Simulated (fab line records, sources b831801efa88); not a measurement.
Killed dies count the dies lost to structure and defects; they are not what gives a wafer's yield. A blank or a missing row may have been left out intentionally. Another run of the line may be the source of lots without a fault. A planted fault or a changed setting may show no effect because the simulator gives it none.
Tool commonality check / flow sky130 / Sampled: 11 lots, 39 wafers

## REASON IT WAS OPENED
On 2 of the 11 lots, a flag is raised at SKY_VT_ADJUST_NCORE_CD_MEAS_07 on the reading cd_nm. No-fault wafers: 379.7 nm, standard deviation 2.2.
Rule: flag the lot when none of its wafers has a number, or when each of its wafers that has one lies beyond 4 standard deviations from that mean. The other lots count as sound.

lot=L345; measured=day 8 23:34; on=cd_sem-02; cd_nm (nm), wafer by wafer=381.4 381.9 381.5; flag=
lot=L347; measured=day 9 11:49; on=cd_sem-01; cd_nm (nm), wafer by wafer=381.4 381.1 381.4; flag=
lot=L348; measured=day 9 20:31; on=cd_sem-01; cd_nm (nm), wafer by wafer=379.2 381.1 378.6; flag=
lot=L349; measured=day 10 10:43; on=cd_sem-01; cd_nm (nm), wafer by wafer=380.8 380.7 378.5; flag=
lot=L350; measured=day 10 15:45; on=cd_sem-01; cd_nm (nm), wafer by wafer=380.9 379.4 379.2; flag=
lot=L352; measured=day 11 04:57; on=cd_sem-02; cd_nm (nm), wafer by wafer=381.2 380.9 377.9; flag=
lot=L353; measured=day 11 08:51; on=cd_sem-02; cd_nm (nm), wafer by wafer=382.2 380.4 380.4; flag=
lot=L358; measured=day 13 06:45; on=cd_sem-01; cd_nm (nm), wafer by wafer=384.3 383.9 383.5; flag=
lot=L362; measured=day 14 10:30; on=cd_sem-02; cd_nm (nm), wafer by wafer=365.6 361.0 362.3 365.3 361.0 362.7; flag=FLAGGED
lot=L363; measured=day 14 16:07; on=cd_sem-01; cd_nm (nm), wafer by wafer=345.7 365.9 362.3 345.7 365.8 362.0; flag=FLAGGED
lot=L366; measured=day 15 23:42; on=cd_sem-01; cd_nm (nm), wafer by wafer=380.5 382.4 381.8; flag=
The mean of the flagged lots' numbers is 360.4 nm, -19.3 nm from the usual (-9 standard deviations).

## LOT BY LOT: THE TOOL USED
The record keeps 1 process step preceding the reading, out of 708 steps on the route. Every cell lists first the tool, next ch and the chambers used by the sampled wafers, and last the start.
lot=L345; flag=; SKY_VT_ADJUST_NCORE_EXPOSE_04=iline_stepper-02 ch 0, day 8 13:12
lot=L347; flag=; SKY_VT_ADJUST_NCORE_EXPOSE_04=iline_stepper-01 ch 0, day 9 01:23
lot=L348; flag=; SKY_VT_ADJUST_NCORE_EXPOSE_04=iline_stepper-02 ch 0, day 9 10:59
lot=L349; flag=; SKY_VT_ADJUST_NCORE_EXPOSE_04=iline_stepper-01 ch 0, day 9 23:19
lot=L350; flag=; SKY_VT_ADJUST_NCORE_EXPOSE_04=iline_stepper-01 ch 0, day 10 04:36
lot=L352; flag=; SKY_VT_ADJUST_NCORE_EXPOSE_04=iline_stepper-01 ch 0, day 10 17:41
lot=L353; flag=; SKY_VT_ADJUST_NCORE_EXPOSE_04=iline_stepper-02 ch 0, day 10 21:04
lot=L358; flag=; SKY_VT_ADJUST_NCORE_EXPOSE_04=iline_stepper-01 ch 0, day 12 18:10
lot=L362; flag=FLAGGED; SKY_VT_ADJUST_NCORE_EXPOSE_04=iline_stepper-01 ch 0, day 13 21:21
lot=L363; flag=FLAGGED; SKY_VT_ADJUST_NCORE_EXPOSE_04=iline_stepper-01 ch 0, day 14 03:15
lot=L366; flag=; SKY_VT_ADJUST_NCORE_EXPOSE_04=iline_stepper-02 ch 0, day 15 10:12
What is done by these steps:
- SKY_VT_ADJUST_NCORE_EXPOSE_04: exposes mask LVTN COMPLEMENT THIN, target cd 380 nm.
- SKY_VT_ADJUST_NCORE_CD_MEAS_07: target cd 380 nm.

## FLAGGED OVER TOTAL, TOOL BY TOOL (the gauges that took the reading come last)
step=SKY_VT_ADJUST_NCORE_EXPOSE_04; tool=iline_stepper-01; lots run=7; flagged=2; share of the flagged lots=all; sound lots run after its first flagged lot=0
step=SKY_VT_ADJUST_NCORE_EXPOSE_04; tool=iline_stepper-02; lots run=4; flagged=0; share of the flagged lots=none; sound lots run after its first flagged lot=-
step=SKY_VT_ADJUST_NCORE_CD_MEAS_07; tool=cd_sem-01; lots run=7; flagged=1; share of the flagged lots=some; sound lots run after its first flagged lot=1 (L366)
step=SKY_VT_ADJUST_NCORE_CD_MEAS_07; tool=cd_sem-02; lots run=4; flagged=1; share of the flagged lots=some; sound lots run after its first flagged lot=0

## THE TABLE: WHAT IT ALLOWS
In the table, 1 row covers all flagged lots: iline_stepper-01 at SKY_VT_ADJUST_NCORE_EXPOSE_04.
- iline_stepper-01 at SKY_VT_ADJUST_NCORE_EXPOSE_04: 2 of its 7 lots flagged. Last sound lot L358 at day 12 18:10, first flagged lot L362 at day 13 21:21; a fault beginning in between fits.
One tool is left: iline_stepper-01 at SKY_VT_ADJUST_NCORE_EXPOSE_04.

## WHAT WAS PUT IN BY THE SIMULATOR
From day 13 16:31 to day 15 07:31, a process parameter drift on iline_stepper-01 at SKY_VT_ADJUST_NCORE_EXPOSE_04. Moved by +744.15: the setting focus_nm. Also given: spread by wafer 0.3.
Struck lots among those shown: L362, L363. The rule given above showed the same thing.
